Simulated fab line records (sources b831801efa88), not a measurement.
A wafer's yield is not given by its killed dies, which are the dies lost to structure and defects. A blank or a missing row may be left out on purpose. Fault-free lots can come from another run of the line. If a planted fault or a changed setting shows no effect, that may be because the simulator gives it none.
Which tool did it? ; flow sky130 ; 10 lots with 30 wafers sampled at 3 steps, on a route of 708 steps

== WHAT THE GAUGES READ, wafer by wafer ==
SKY_METAL1_RS_MEAS_05: measurement is done with a four-point probe.
lot;measured;on;METAL1_ALCU_RS (ohm/sq)
L320;day 32 02:20;film-metro-04;0.1288 0.1282 0.1281
L321;day 32 18:23;film-metro-01;0.1269 0.1272 0.1268
L323;day 33 05:59;film-metro-04;0.1269 0.1263 0.1272
L324;day 33 19:09;film-metro-01;0.1288 0.1273 0.1276
L325;day 33 20:11;film-metro-04;0.1275 0.1273 0.1277
L328;day 35 04:14;film-metro-01;0.1265 0.1260 0.1266
L330;day 36 03:01;film-metro-03;0.1271 0.1268 0.1273
L332;day 36 14:38;film-metro-03;0.1296 0.1295 0.1307
L339;day 37 23:35;film-metro-04;0.2407 0.1264 0.2366
L340;day 38 07:10;film-metro-04;0.1255 0.1264 0.2381

== EACH LOT AND THE TOOL THAT RAN IT (in order: tool; ch and the chambers of the sampled wafers; start) ==
lot;SKY_METAL1_SPUTTER_01;SKY_METAL1_SPUTTER_02
L320;pvd-sputter-03, day 32 02:13;pvd-sputter-03, day 32 02:14
L321;pvd-sputter-01, day 32 18:16;pvd-sputter-01, day 32 18:18
L323;pvd-sputter-03, day 33 05:49;pvd-sputter-03, day 33 05:50
L324;pvd-sputter-01, day 33 19:01;pvd-sputter-01, day 33 19:02
L325;pvd-sputter-01, day 33 20:04;pvd-sputter-01, day 33 20:05
L328;pvd-sputter-01, day 35 04:03;pvd-sputter-01, day 35 04:05
L330;pvd-sputter-01, day 36 02:53;pvd-sputter-01, day 36 02:54
L332;pvd-sputter-01, day 36 14:28;pvd-sputter-01, day 36 14:29
L339;pvd-sputter-01, day 37 23:28;pvd-sputter-01, day 37 23:29
L340;pvd-sputter-01, day 38 07:00;pvd-sputter-01, day 38 07:01
- SKY_METAL1_SPUTTER_01: material TiN, target thk 20 nm, time 16.7 s.
- SKY_METAL1_SPUTTER_02: material AlCu, target thk 250 nm, time 13.3 s.

== THE ANSWER, worked out from the rows above alone ==
Rule: the usual values come from the lots themselves. Put in order of their means at a reading, lots are off if they are a third of the lots or fewer, leave a main group of 4 or more, and stand apart from it by a gap of 3 or more times the standard deviation of the main group's means; of several such gaps the widest counts. The tables above print the reading to a certain number of digits; a main group whose means all agree to those digits is not used. A lot without any number at a reading at which 4 lots or more have one is off too. All remaining lots with rows at the step are treated as sound.
Off: at SKY_METAL1_RS_MEAS_05 (METAL1_ALCU_RS), L339, L340. For the main group the mean is 0.1276 ohm/sq and the standard deviation 0.0011.
A tool fits if, at a process step before that reading, it ran every lot that is off, and no sound lot after the first of them. The gauges at SKY_METAL1_RS_MEAS_05 are tried like those tools. 2 tools fit, pvd-sputter-01 at SKY_METAL1_SPUTTER_01 and SKY_METAL1_SPUTTER_02 and film-metro-04 at SKY_METAL1_RS_MEAS_05, so this cannot tell which one it is.

== WHAT WAS PUT IN BY THE SIMULATOR ==
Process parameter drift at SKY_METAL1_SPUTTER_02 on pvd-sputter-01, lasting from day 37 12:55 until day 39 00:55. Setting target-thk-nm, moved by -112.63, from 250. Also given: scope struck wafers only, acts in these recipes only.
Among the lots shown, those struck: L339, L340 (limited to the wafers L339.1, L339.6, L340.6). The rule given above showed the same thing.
